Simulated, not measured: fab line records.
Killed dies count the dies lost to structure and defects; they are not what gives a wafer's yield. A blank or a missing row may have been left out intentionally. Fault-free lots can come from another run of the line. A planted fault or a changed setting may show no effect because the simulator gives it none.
fab line records    flow sky130
record: lots: 6  wafers: 18  lastDay: 50
route steps=708 shown VIA4@651 METAL5@661 PAD_OPEN@708
lots that met no fault: taken from a fault-free run of the same line
startH: hours from the record's first day to the start of the lot's first wafer shown    waitH: time in hours since the lot's previous step    " unchanged from the row above    L1.1+2: one row covering several wafers at once    - value missing, or start not given    * or withheld: withheld    < > ~ a bound
route shown NAME@n: a module of which the file shows steps, and the number in the route of the first    usual: mean/standard deviation taken from wafers without a fault    same: alike in all rows    chamber/n: place in a boat    sites: per-site readings    _std_site: the standard deviation of these    _edge_site: the outer-site mean with the inner-site mean subtracted    radiusMm: for every site, how far away it sits from the centre of the wafer    mask NAME#n: copy n    behind: the tool/chamber that last shaped the wafer    hold: why the lot went on hold/how many hours it stayed there/how the hold came to an end    device: whichever transistor did not switch (one of n, p or np)    end of line: the same wafers' tests at the end of the route    for a step that has no rows: nothing shown but its recipe    killed: count of dies lost to structure and defects at first sort (not the wafer's yield)    map: per-die view of a wafer (x killed, . not killed, _ where there is no die)
set.NAME: setting as actually run; set.NAME@STEP: the setting as run at that earlier step    model.NAME: the simulator's own value behind a step, which no gauge read
a table for each step, a row for each wafer; lots at some steps of the route
services: a tool's chamber out of use, with start hour (startH, from the record's first day; less than 0 if before it), hours out, and reason
== steps ==
step: SKY_VIA4_ETCH_12
recipe: target: SiO2  chemistry: C4F8/O2/Ar  stopOn: TiN  maskMaterial: NOVOLAK  sourceW: 1500  biasW: 1200  pressureMtorr: 40  c4f8FlowSccm: withheld  O2_flow_sccm: 6  Ar_flow_sccm: 300  timeS: withheld  targetDepthA: 5800
usual: oesProductAu: 0.925/0.0047
lot.wafer  tool        chamber  startH   waitH  oesProductAu
L606.1     rieDiel-02  3        1017.36  0.0    0.921
L606.2     "           2        "        "      0.928
L606.6     "           0        "        "      0.925
L607.3     rieDiel-03  0        1021.72  0.0    0.926
L607.4     "           2        "        "      0.927
L607.5     "           3        "        "      0.922
L617.2     rieDiel-03  3        1085.02  0.0    0.921
L617.5     "           2        "        "      0.926
L617.6     "           1        "        "      0.924
L618.1     rieDiel-01  3        1093.17  0.0    0.931
L618.4     "           1        "        "      0.926
L618.6     "           1        "        "      0.926
L619.1     rieDiel-03  1        1097.52  0.0    0.929
L619.2     "           3        "        "      0.922
L619.4     "           2        "        "      0.923
L626.3     rieDiel-03  1        1136.92  0.0    0.921
L626.4     "           2        "        "      0.923
L626.6     "           0        "        "      0.929
step: SKY_VIA4_STRIP_13
recipe: chemistry: O2/N2  powerW: 1400  pressureMtorr: 1500  platenTempC: withheld  o2FlowSccm: 3000  n2FlowSccm: 300  overashFraction: 0.5
step: SKY_VIA4_STRIP_14
recipe: chemistry: postEtchResidueRemover  timeS: 1200  tempC: 72.5
step: SKY_VIA4_CLEAN_15
recipe: chemistry: IPA  timeS: 180  tempC: 25
step: SKY_VIA4_CLEAN_16
recipe: chemistry: O3/DIW  dry: n2Spin
step: SKY_VIA4_SPUTTER_17
recipe: material: TiN  targetThkNm: 20  chamberPressurePa: 5  powerW: 4000  timeS: 80
step: SKY_VIA4_CVD_18
recipe: material: W  targetThkNm: 505  timeS: 152.14  tempC: 400  pressureTorr: 40
step: SKY_VIA4_RS_MEAS_19
recipe: thkMeasGauge: four-point-probe  reads: W_of_VIA4_CVD_18+TiN_of_VIA4_SPUTTER_17
usual: VIA4_W_RS: 0.225/0.0036
lot.wafer  tool          chamber  startH   waitH  VIA4_W_RS[ohm/sq]
L606.1     filmMetro-02  -        1018.27  0.1    0.220
L606.2     "             -        "        "      0.229
L606.6     "             -        "        "      0.220
L607.3     filmMetro-04  -        1022.70  0.1    0.222
L607.4     "             -        "        "      0.229
L607.5     "             -        "        "      0.220
L617.2     filmMetro-04  -        1086.40  0.1    0.226
L617.5     "             -        "        "      0.225
L617.6     "             -        "        "      0.224
L618.1     filmMetro-01  -        1094.09  0.1    0.218
L618.4     "             -        "        "      0.220
L618.6     "             -        "        "      0.221
L619.1     filmMetro-04  -        1098.43  0.1    0.219
L619.2     "             -        "        "      0.224
L619.4     "             -        "        "      0.220
L626.3     filmMetro-04  -        1137.99  0.1    0.221
L626.4     "             -        "        "      0.225
L626.6     "             -        "        "      0.220
step: SKY_VIA4_THK_MEAS_20
recipe: thkMeasGauge: xrf  reads: W_of_VIA4_CVD_18
usual: VIA4_W_THK: 509/9.5
lot.wafer  tool          chamber  startH   waitH  VIA4_W_THK[nm]
L606.1     filmMetro-02  -        1018.39  0.1    518
L606.2     "             -        "        "      497
L606.6     "             -        "        "      518
L607.3     filmMetro-04  -        1022.80  0.1    520
L607.4     "             -        "        "      500
L607.5     "             -        "        "      523
L617.2     filmMetro-04  -        1086.51  0.1    508
L617.5     "             -        "        "      513
L617.6     "             -        "        "      515
L618.1     filmMetro-01  -        1094.21  0.1    527
L618.4     "             -        "        "      520
L618.6     "             -        "        "      515
L619.1     filmMetro-04  -        1098.55  0.1    527
L619.2     "             -        "        "      514
L619.4     "             -        "        "      525
L626.3     filmMetro-04  -        1138.09  0.1    519
L626.4     "             -        "        "      516
L626.6     "             -        "        "      524
step: SKY_VIA4_CMP_21
recipe: stopOn: SiO2  tOverpolishS: 25  downForcePsi: 3.5  platenRpm: 60  targetThkNm: 0  padVelocityMS: 0.94248
usual: edgeZonePressureFrac: 1.000/0.0046  motorCurrentA: 10.7/1  overpolishRunS: 25.000/0.0098  timeToEndpointS: 123/6.6
lot.wafer  tool    chamber  startH   waitH  edgeZonePressureFrac  motorCurrentA  overpolishRunS  timeToEndpointS
L606.1     cmp-02  2        1018.50  0.1    1.000                 9.8            25.005          131
L606.2     "       0        "        "      1.004                 8.5            24.995          118
L606.6     "       2        "        "      1.007                 9.6            25.004          132
L607.3     cmp-01  2        1022.99  0.2    0.999                 10.6           24.988          127
L607.4     "       0        "        "      0.998                 9.9            24.995          132
L607.5     "       2        "        "      0.996                 11.0           25.005          124
L617.2     cmp-02  2        1086.85  0.3    1.001                 9.0            24.987          131
L617.5     "       0        "        "      0.996                 8.2            25.003          121
L617.6     "       1        "        "      0.995                 10.0           24.998          118
L618.1     cmp-01  2        1094.53  0.3    1.005                 11.0           24.980          133
L618.4     "       0        "        "      0.999                 10.3           25.003          140
L618.6     "       3        "        "      1.003                 11.7           25.025          132
L619.1     cmp-01  2        1098.61  0.1    1.003                 11.3           24.999          122
L619.2     "       0        "        "      0.994                 10.2           25.008          134
L619.4     "       1        "        "      1.003                 10.8           24.994          131
L626.3     cmp-01  2        1138.13  0.0    0.998                 11.2           24.992          119
L626.4     "       3        "        "      1.005                 12.0           25.009          123
L626.6     "       2        "        "      1.006                 10.5           24.997          118
step: SKY_METAL5_SPUTTER_00
recipe: material: Ti  targetThkNm: 15  powerW: 3000  timeS: 10  chamberPressurePa: 0.4
step: SKY_METAL5_SPUTTER_01
recipe: material: TiN  targetThkNm: 20  powerW: 6500  timeS: 16.7  chamberPressurePa: 0.4
step: SKY_METAL5_SPUTTER_02
recipe: material: AlCu  targetThkNm: 1150  powerW: 10600  timeS: 61.2  chamberPressurePa: 0.4
usual: throttleValvePct: 30.0/1
lot.wafer  tool           chamber  startH   waitH  throttleValvePct  model.AlCu_of_METAL5_SPUTTER_02.thkNm
L606.1     pvdSputter-02  -        1018.80  0.0    29.9              1138
L606.2     "              -        "        "      30.4              1120
L606.6     "              -        "        "      29.1              1123
L607.3     pvdSputter-04  -        1023.34  0.0    29.1              1149
L607.4     "              -        "        "      30.8              1138
L607.5     "              -        "        "      30.3              1132
L617.2     pvdSputter-04  -        1087.10  0.0    30.4              951.5
L617.5     "              -        "        "      30.3              946.2
L617.6     "              -        "        "      30.3              1143
L618.1     pvdSputter-02  -        1094.88  0.0    29.1              1164
L618.4     "              -        "        "      30.2              1160
L618.6     "              -        "        "      30.6              1159
L619.1     pvdSputter-04  -        1098.96  0.0    30.3              1139
L619.2     "              -        "        "      30.4              948.4
L619.4     "              -        "        "      30.3              1144
L626.3     pvdSputter-03  -        1138.48  0.0    31.5              1157
L626.4     "              -        "        "      29.6              1147
L626.6     "              -        "        "      31.9              1162
step: SKY_METAL5_SPUTTER_03
recipe: material: Ti  targetThkNm: 5  powerW: 3000  timeS: 3.3  chamberPressurePa: 0.4
usual: throttleValvePct: 30.0/1
lot.wafer  tool           chamber  startH   waitH  throttleValvePct
L606.1     pvdSputter-02  -        1018.85  0.0    29.9
L606.2     "              -        "        "      30.3
L606.6     "              -        "        "      29.2
L607.3     pvdSputter-04  -        1023.39  0.0    29.2
L607.4     "              -        "        "      31.3
L607.5     "              -        "        "      30.2
L617.2     pvdSputter-04  -        1087.15  0.0    30.2
L617.5     "              -        "        "      30.1
L617.6     "              -        "        "      30.0
L618.1     pvdSputter-02  -        1094.93  0.0    29.3
L618.4     "              -        "        "      30.7
L618.6     "              -        "        "      30.7
L619.1     pvdSputter-04  -        1099.01  0.0    30.3
L619.2     "              -        "        "      30.2
L619.4     "              -        "        "      30.2
L626.3     pvdSputter-03  -        1138.53  0.0    31.8
L626.4     "              -        "        "      29.2
L626.6     "              -        "        "      31.5
step: SKY_METAL5_SPUTTER_04
recipe: material: TiN  targetThkNm: 70  powerW: 6500  timeS: 58.3  chamberPressurePa: 0.4
usual: throttleValvePct: 30.0/0.99
lot.wafer  tool           chamber  startH   waitH  throttleValvePct
L606.1     pvdSputter-02  -        1018.87  0.0    29.9
L606.2     "              -        "        "      30.5
L606.6     "              -        "        "      29.4
L607.3     pvdSputter-04  -        1023.41  0.0    29.0
L607.4     "              -        "        "      31.3
L607.5     "              -        "        "      30.5
L617.2     pvdSputter-04  -        1087.16  0.0    30.2
L617.5     "              -        "        "      30.2
L617.6     "              -        "        "      30.3
L618.1     pvdSputter-02  -        1094.95  0.0    29.3
L618.4     "              -        "        "      30.4
L618.6     "              -        "        "      30.3
L619.1     pvdSputter-04  -        1099.03  0.0    30.1
L619.2     "              -        "        "      30.3
L619.4     "              -        "        "      30.2
L626.3     pvdSputter-03  -        1138.55  0.0    31.9
L626.4     "              -        "        "      29.8
L626.6     "              -        "        "      31.6
step: SKY_METAL5_RS_MEAS_05
recipe: thkMeasGauge: four-point-probe  reads: TiN_of_METAL5_SPUTTER_04+Ti_of_METAL5_SPUTTER_03+AlCu_of_METAL5_SPUTTER_02+TiN_of_METAL5_SPUTTER_01+Ti_of_METAL5_SPUTTER_00
usual: METAL5_ALCU_RS: 0.02719/0.00029
lot.wafer  tool          chamber  startH   waitH  METAL5_ALCU_RS[ohm/sq]
L606.1     filmMetro-02  -        1018.92  0.0    0.02731
L606.2     "             -        "        "      0.02788
L606.6     "             -        "        "      0.02774
L607.3     filmMetro-01  -        1023.50  0.1    0.02705
L607.4     "             -        "        "      0.02733
L607.5     "             -        "        "      0.0275
L617.2     filmMetro-02  -        1087.23  0.0    0.0328
L617.5     "             -        "        "      0.03294
L617.6     "             -        "        "      0.02727
L618.1     filmMetro-02  -        1095.00  0.0    0.02679
L618.4     "             -        "        "      0.02685
L618.6     "             -        "        "      0.02688
L619.1     filmMetro-03  -        1099.08  0.0    0.0273
L619.2     "             -        "        "      0.03281
L619.4     "             -        "        "      0.0272
L626.3     filmMetro-03  -        1138.64  0.1    0.02689
L626.4     "             -        "        "      0.02714
L626.6     "             -        "        "      0.0268
step: SKY_METAL5_THK_MEAS_06
recipe: thkMeasGauge: xrf  reads: AlCu_of_METAL5_SPUTTER_02
usual: METAL5_ALCU_THK: 1133/14
lot.wafer  tool          chamber  startH   waitH  METAL5_ALCU_THK[nm]
L606.1     filmMetro-02  -        1019.04  0.1    1122
L606.2     "             -        "        "      1102
L606.6     "             -        "        "      1111
L607.3     filmMetro-01  -        1023.60  0.1    1130
L607.4     "             -        "        "      1132
L607.5     "             -        "        "      1121
L617.2     filmMetro-02  -        1087.34  0.1    939
L617.5     "             -        "        "      933
L617.6     "             -        "        "      1127
L618.1     filmMetro-02  -        1095.12  0.1    1152
L618.4     "             -        "        "      1151
L618.6     "             -        "        "      1146
L619.1     filmMetro-03  -        1099.20  0.1    1130
L619.2     "             -        "        "      946
L619.4     "             -        "        "      1134
L626.3     filmMetro-03  -        1138.74  0.1    1139
L626.4     "             -        "        "      1139
L626.6     "             -        "        "      1148
step: SKY_METAL5_DEHYDRATE_07
recipe: tempC: 200  timeS: 60
step: SKY_METAL5_HMDS_08
recipe: primeTimeS: 60  primeTempC: 120
step: SKY_METAL5_COAT_09
recipe: resist: NOVOLAK  spinRpm: 3000  resistThkNm: 1800
step: SKY_METAL5_SOFTBAKE_10
recipe: tempC: 90  timeS: 60  resist: NOVOLAK
step: SKY_METAL5_EXPOSE_11
recipe: maskId: MM5  na: 0.6  sourceShape: conventional  sigmaOuter: 0.6  polarization: unpolarized  targetCdNm: 1600  doseMj: 190
step: SKY_METAL5_PEB_12
recipe: tempC: withheld  timeS: *  resist: NOVOLAK
step: SKY_METAL5_DEVELOP_13
recipe: resist: NOVOLAK  developer: TMAH  developTimeS: 60  devTempC: 23.45
step: SKY_METAL5_DESCUM_14
recipe: chemistry: O2  sourcePowerW: 150  biasPowerW: 0  pressureMtorr: 10  tempC: 40  timeS: 11
step: SKY_METAL5_METAL_ETCH_15
recipe: targetDepthA: 12600  stopOn: SiO2  overEtchFrac: 0.2  timeS: 252  chemistry: Cl2/BCl3  resistSidewallDeg: 86  pressureMtorr: 10  icpW: 900  biasW: 48.5  Cl2_flow_sccm: 60  bcl3FlowSccm: 30
usual: drypumpMotorCurrentA: 5.4/0.31  mfcCl2Sccm: 59.98/0.17  oesProductAu: 0.895/0.005  throttleValvePct: 22.265/0.0087
lot.wafer  tool         chamber  startH   waitH  drypumpMotorCurrentA  mfcCl2Sccm  oesProductAu  rfHoursCounterH  throttleValvePct
L606.1     rieMetal-04  1        1041.61  0.0    5.6                   60.28       0.894         5                22.262
L606.2     "            0        "        "      5.0                   59.95       0.890         1                22.274
L606.6     "            0        "        "      5.0                   59.91       0.889         -                22.261
L607.3     rieMetal-04  1        1046.53  0.1    5.6                   60.10       0.901         -                22.269
L607.4     "            0        "        "      5.0                   59.97       0.902         -                22.260
L607.5     "            1        "        "      5.6                   60.23       0.894         -                22.260
L617.2     rieMetal-01  1        1107.96  0.0    5.1                   60.23       0.822         25               22.282
L617.5     "            0        "        "      5.8                   60.06       0.815         -                22.287
L617.6     "            1        "        "      5.1                   59.84       0.892         -                22.271
L618.1     rieMetal-04  1        1115.25  0.0    5.6                   60.04       0.889         11               22.263
L618.4     "            1        "        "      5.6                   60.15       0.895         -                22.270
L618.6     "            0        "        "      5.0                   59.80       0.902         -                22.254
L619.1     rieMetal-01  0        1119.36  0.0    5.8                   59.99       0.894         18               22.261
L619.2     "            1        "        "      5.1                   59.94       0.820         26               22.272
L619.4     "            0        "        "      5.9                   60.20       0.888         -                22.266
L626.3     rieMetal-03  0        1157.38  0.1    5.6                   60.10       0.901         -                22.245
L626.4     "            1        "        "      5.2                   60.11       0.895         -                22.250
L626.6     "            0        "        "      5.6                   60.11       0.897         -                22.256
step: SKY_METAL5_STRIP_16
recipe: chemistry: O2/N2  powerW: 1400  pressureMtorr: 1500  platenTempC: withheld  o2FlowSccm: 3000  n2FlowSccm: 300  overashFraction: 0.5
usual: drypumpMotorCurrentA: 5.4/0.53  o2FlowSccm: 2999/9.6  oesProductAu: 0.710/0.0042  stripTimeToEndpointS: 13.14/0.24
same: overashFraction: 0.5
lot.wafer  tool            chamber  startH   waitH  drypumpMotorCurrentA  o2FlowSccm  oesProductAu  rfHoursCounterH  stripTimeToEndpointS
L606.1     plasmaAsher-01  1        1041.85  0.2    5.5                   2986        0.711         91               13.21
L606.2     "               0        "        "      4.9                   2988        0.714         91               13.46
L606.6     "               0        "        "      4.9                   2994        0.718         -                13.42
L607.3     plasmaAsher-03  0        1046.72  0.1    6.5                   2988        0.711         -                13.06
L607.4     "               1        "        "      4.9                   2991        0.701         -                13.41
L607.5     "               1        "        "      4.9                   2999        0.704         -                13.00
L617.2     plasmaAsher-04  1        1108.20  0.2    5.4                   3005        0.711         68               12.77
L617.5     "               0        "        "      5.0                   2988        0.714         -                13.22
L617.6     "               1        "        "      5.4                   2994        0.710         -                12.93
L618.1     plasmaAsher-03  1        1115.49  0.2    4.9                   3002        0.713         5                13.23
L618.4     "               0        "        "      6.5                   2991        0.707         -                13.06
L618.6     "               0        "        "      6.4                   3004        0.717         -                13.32
L619.1     plasmaAsher-01  0        1119.60  0.2    4.9                   2992        0.707         99               13.18
L619.2     "               1        "        "      5.6                   3002        0.711         99               12.85
L619.4     "               1        "        "      5.6                   3002        0.702         -                13.20
L626.3     plasmaAsher-03  0        1157.57  0.1    6.5                   3003        0.704         -                13.61
L626.4     "               1        "        "      5.0                   3005        0.714         -                12.99
L626.6     "               0        "        "      6.5                   3014        0.704         -                13.70
step: SKY_PAD_OPEN_PROBE_99
usual: defectLimitedYield: 82.7/1.8  killed_at_M0_to_M3: 42/7.2  killed_at_M4_up: 3.4/2.1  killedAtContacts: 24/5.4  killedAtFrontEnd: 15/4  killedAtOther: 0.3/0.53  killedDies: 85/8.8  killedOpen: 47/6.7  killedShort: 38/6.5  sort_bin_3_pad_short: 0.8/0.4  sort_bin_5_function: 10.2/1.3  sort_bin_6_memory: 6.2/1.2  sortNPass: 407/8.8  sortYieldPct: 82.7/1.8
same: grossDies: 492  killedAtBackSide: 0  sort_bin_4_leakage[%]: 0  sort_bin_8_speed[%]: 0
lot.wafer  tool       chamber  startH   waitH  defectLimitedYield[%]  killed_at_M0_to_M3  killed_at_M4_up  killedAtContacts  killedAtFrontEnd  killedAtOther  killedDies  killedOpen  killedShort  sort_bin_3_pad_short[%]  sort_bin_5_function[%]  sort_bin_6_memory[%]  sortNPass  sortYieldPct[%]  model.etest.met5.rsOhmSq  model.etest.met5.lineOhmUm
L606.1     prober-01  -        1087.89  0.1    82.7                   50                  4                23                8                 0              85          40          45           0.6                      10.4                    6.3                   407        82.7             0.0273                    0.01695
L606.2     prober-01  -        1087.94  0.1    82.1                   43                  7                27                11                0              88          51          37           1.8                      10.2                    5.9                   404        82.1             0.02782                   0.01729
L606.6     prober-01  -        1088.14  0.2    80.5                   51                  5                24                16                0              96          51          45           1.0                      11.8                    6.7                   396        80.5             0.0276                    0.01718
L607.3     prober-02  -        1093.98  0.2    82.1                   54                  3                25                6                 0              88          36          52           1.4                      10.2                    6.3                   404        82.1             0.02706                   0.01682
L607.4     prober-02  -        1094.03  0.2    80.5                   49                  6                31                8                 2              96          53          43           0.2                      12.4                    6.9                   396        80.5             0.02722                   0.01695
L607.5     prober-02  -        1094.08  0.2    79.3                   44                  4                32                21                1              102         56          46           0.6                      12.2                    7.9                   390        79.3             0.02756                   0.0171
L617.2     prober-02  -        1149.35  0.1    80.9                   44                  1                29                20                0              94          47          47           1.0                      12.0                    6.1                   398        80.9             0.03303                   0.02076
L617.5     prober-02  -        1149.50  0.2    82.5                   36                  1                35                14                0              86          49          37           0.4                      10.4                    6.7                   406        82.5             0.03302                   0.02065
L617.6     prober-02  -        1149.55  0.2    86.2                   29                  4                18                17                0              68          38          29           1.4                      7.9                     4.5                   424        86.2             0.02741                   0.01722
L618.1     prober-01  -        1157.43  0.1    83.1                   44                  2                22                15                0              83          49          34           1.6                      9.1                     6.1                   409        83.1             0.02674                   0.01665
L618.4     prober-01  -        1157.58  0.2    84.3                   38                  1                25                12                1              77          34          43           0.6                      11.0                    4.1                   415        84.3             0.02687                   0.01655
L618.6     prober-01  -        1157.68  0.2    85.0                   47                  4                20                3                 0              74          40          34           1.2                      10.2                    3.7                   418        85.0             0.02707                   0.01682
L619.1     prober-02  -        1161.16  0.1    82.9                   40                  2                27                15                0              84          50          31           0.8                      8.7                     7.5                   408        82.9             0.02731                   0.01701
L619.2     prober-02  -        1161.21  0.1    85.8                   36                  0                21                12                1              70          31          38           1.2                      7.5                     5.5                   422        85.8             0.03308                   0.02068
L619.4     prober-02  -        1161.31  0.2    83.1                   36                  7                23                17                0              83          42          39           1.0                      9.8                     6.1                   409        83.1             0.02735                   0.01708
L626.3     prober-02  -        1193.14  0.2    80.5                   52                  4                27                13                0              96          51          45           0.8                      12.4                    6.3                   396        80.5             0.02678                   0.01683
L626.4     prober-02  -        1193.19  0.2    81.1                   46                  3                32                11                1              93          49          44           1.2                      10.0                    7.7                   399        81.1             0.02704                   0.01699
L626.6     prober-02  -        1193.29  0.2    81.7                   47                  6                22                14                1              90          51          39           0.4                      9.1                     8.7                   402        81.7             0.02695                   0.01693
killed by level:class
L606.1 METAL2:geometricParticle:short=13 VIA2:geometricParticle:open=9 CONTACT:geometricParticle:open=8 VIA1:geometricParticle:open=8 CONTACT:geometricParticle:short=7 METAL1:geometricParticle:short=5 VIA3:geometricParticle:open=5 LI_CONTACT:geometricParticle:open=4
L606.2 VIA1:geometricParticle:open=11 LI_CONTACT:geometricParticle:open=9 VIA2:geometricParticle:open=9 CONTACT:geometricParticle:open=7 METAL1:geometricParticle:short=6 CONTACT:geometricParticle:short=5 METAL4:geometricParticle:short=5 LOCAL_INTERCONNECT:geometricParticle:short=4
L606.6 VIA1:geometricParticle:open=15 METAL1:geometricParticle:short=9 METAL2:geometricParticle:short=8 CONTACT:geometricParticle:short=7 CONTACT:geometricParticle:open=7 VIA3:geometricParticle:open=7 LI_CONTACT:geometricParticle:open=6 FIELD_ISO:geometricParticle:open=5
L607.3 METAL1:geometricParticle:short=13 LI_CONTACT:geometricParticle:open=10 VIA1:geometricParticle:open=8 VIA1:geometricParticle:short=8 VIA2:geometricParticle:short=6 CONTACT:geometricParticle:open=5 METAL2:geometricParticle:short=5 VIA3:geometricParticle:open=5
L607.4 CONTACT:geometricParticle:open=11 VIA2:geometricParticle:open=10 VIA1:geometricParticle:open=9 VIA1:geometricParticle:short=6 LI_CONTACT:geometricParticle:open=5 LOCAL_INTERCONNECT:geometricParticle:short=5 CONTACT:geometricParticle:short=5 METAL2:geometricParticle:short=5
L607.5 CONTACT:geometricParticle:open=11 CONTACT:geometricParticle:short=9 VIA2:geometricParticle:open=9 VIA1:geometricParticle:open=8 POLY_GATE:geometricParticle:short=6 METAL1:geometricParticle:short=6 VIA1:geometricParticle:short=6 FIELD_ISO:geometricParticle:open=5
L617.2 METAL1:geometricParticle:short=14 CONTACT:geometricParticle:open=13 VIA1:geometricParticle:open=10 LI_CONTACT:geometricParticle:open=6 FIELD_ISO:geometricParticle:short=4 FIELD_ISO:geometricParticle:open=4 POLY_GATE:geometricParticle:short=4 LI_CONTACT:geometricParticle:short=4
L617.5 LI_CONTACT:geometricParticle:open=12 CONTACT:geometricParticle:open=10 VIA1:geometricParticle:open=9 VIA3:geometricParticle:open=6 FIELD_ISO:geometricParticle:short=5 CONTACT:geometricParticle:short=5 POLY_GATE:geometricParticle:short=4 LOCAL_INTERCONNECT:geometricParticle:short=4
L617.6 VIA1:geometricParticle:open=9 LI_CONTACT:geometricParticle:open=6 CONTACT:geometricParticle:open=5 VIA2:geometricParticle:open=5 FIELD_ISO:geometricParticle:short=4 POLY_GATE:geometricParticle:open=4 LI_CONTACT:geometricParticle:short=4 METAL4:geometricParticle:short=4
L618.1 VIA1:geometricParticle:open=17 VIA2:geometricParticle:open=10 LOCAL_INTERCONNECT:geometricParticle:short=8 CONTACT:geometricParticle:open=7 FIELD_ISO:geometricParticle:short=6 CONTACT:geometricParticle:short=4 METAL1:geometricParticle:short=4 VIA1:geometricParticle:short=4
L618.4 VIA1:geometricParticle:short=8 VIA2:geometricParticle:open=8 LI_CONTACT:geometricParticle:open=7 CONTACT:geometricParticle:short=7 VIA1:geometricParticle:open=7 POLY_GATE:geometricParticle:short=5 LOCAL_INTERCONNECT:geometricParticle:short=5 CONTACT:geometricParticle:open=4
L618.6 METAL2:geometricParticle:short=7 LI_CONTACT:geometricParticle:open=6 VIA1:geometricParticle:open=6 VIA2:geometricParticle:open=6 VIA3:geometricParticle:open=6 CONTACT:geometricParticle:open=5 LOCAL_INTERCONNECT:geometricParticle:short=5 VIA3:geometricParticle:short=5
L619.1 VIA1:geometricParticle:open=14 CONTACT:geometricParticle:open=11 LI_CONTACT:geometricParticle:open=8 METAL1:geometricParticle:short=6 VIA1:geometricParticle:short=5 SPACER:geometricParticle:short=4 FIELD_ISO:geometricParticle:open=3 POLY_GATE:geometricParticle:short=3
L619.2 CONTACT:geometricParticle:open=8 CONTACT:geometricParticle:short=6 METAL1:geometricParticle:short=5 VIA1:geometricParticle:open=5 VIA2:geometricParticle:open=5 VIA2:geometricParticle:short=4 LI_CONTACT:geometricParticle:open=4 VIA1:geometricParticle:short=4
L619.4 VIA1:geometricParticle:open=10 VIA3:geometricParticle:open=8 CONTACT:geometricParticle:open=6 METAL4:geometricParticle:short=6 FIELD_ISO:geometricParticle:short=5 CONTACT:geometricParticle:short=5 METAL1:geometricParticle:short=4 LI_CONTACT:geometricParticle:open=4
L626.3 VIA1:geometricParticle:open=12 CONTACT:geometricParticle:open=11 METAL2:geometricParticle:short=8 LI_CONTACT:geometricParticle:open=8 FIELD_ISO:geometricParticle:short=5 POLY_GATE:geometricParticle:open=5 CONTACT:geometricParticle:short=5 VIA1:geometricParticle:short=5
L626.4 LI_CONTACT:geometricParticle:open=10 CONTACT:geometricParticle:open=10 METAL1:geometricParticle:short=8 METAL2:geometricParticle:short=7 VIA2:geometricParticle:open=7 VIA1:geometricParticle:open=6 VIA2:geometricParticle:short=6 CONTACT:geometricParticle:short=5
L626.6 VIA1:geometricParticle:open=16 VIA3:geometricParticle:open=9 LI_CONTACT:geometricParticle:open=8 POLY_GATE:geometricParticle:short=6 CONTACT:geometricParticle:open=6 VIA2:geometricParticle:open=5 METAL2:geometricParticle:short=5 LI_CONTACT:geometricParticle:short=4
== services ==
tool            chamber  startH   hours  kind
plasmaAsher-01  -        1004.00  0.5    repair
plasmaAsher-03  -        1008.83  0.4    repair
pvdSputter-04   -        1016.30  5.2    repair
rieMetal-01     -        1021.68  28.1   pm
rieDiel-03      0        1040.40  7.6    repair
plasmaAsher-03  -        1055.25  9.0    pm
rieDiel-03      -        1058.69  15.6   pm
rieMetal-01     -        1059.94  0.4    repair
rieMetal-01     0        1063.39  2.8    repair
rieDiel-03      3        1077.14  5.9    repair
cmp-01          -        1080.60  3.1    repair
pvdSputter-03   -        1086.35  5.1    repair
rieMetal-01     -        1090.09  4.3    pm
cmp-01          -        1090.53  4.0    pm
pvdSputter-04   -        1094.85  1.5    repair
cmp-02          -        1102.67  0.3    repair
cmp-02          -        1104.94  1.0    repair
cmp-02          -        1113.24  4.5    pm
pvdSputter-02   -        1120.92  0.6    repair
pvdSputter-02   -        1125.17  1.8    repair
rieMetal-01     -        1127.20  0.5    repair
cmp-01          -        1129.86  0.3    repair
rieMetal-04     0        1149.08  24.3   repair
cmp-01          -        1152.82  7.3    repair
== key ==
firstSign: step: SKY_METAL5_RS_MEAS_05  reading: METAL5_ALCU_RS  direction: up  sigmas: 19  usual: 0.02719  struck: 0.03285
effect: step: SKY_METAL5_THK_MEAS_06  reading: METAL5_ALCU_THK  direction: down  sigmas: 14  usual: 1133  struck: 940
effect: step: SKY_METAL5_METAL_ETCH_15  reading: oesProductAu  direction: down  sigmas: 15  usual: 0.895  struck: 0.819
modelEffect: step: SKY_METAL5_SPUTTER_02  value: AlCu_of_METAL5_SPUTTER_02.thkNm  without: 1149  struck: 948.7
modelEffect: step: SKY_PAD_OPEN_PROBE_99  value: etest.met5.rsOhmSq  without: 0.02724  struck: 0.03304
metAt SKY_METAL5_SPUTTER_02
struckWafers L617.2,L617.5,L619.2
onsetBetween 1023.34 1087.10
fault: kind: processParameterDrift  tool: pvdSputter-04  chamber: -  onsetH: 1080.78  steps: SKY_METAL5_SPUTTER_02  channel: timeS  offset: *  shape: step  endH: 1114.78  scope: struckWafersOnly  actsIn: *  stated: *
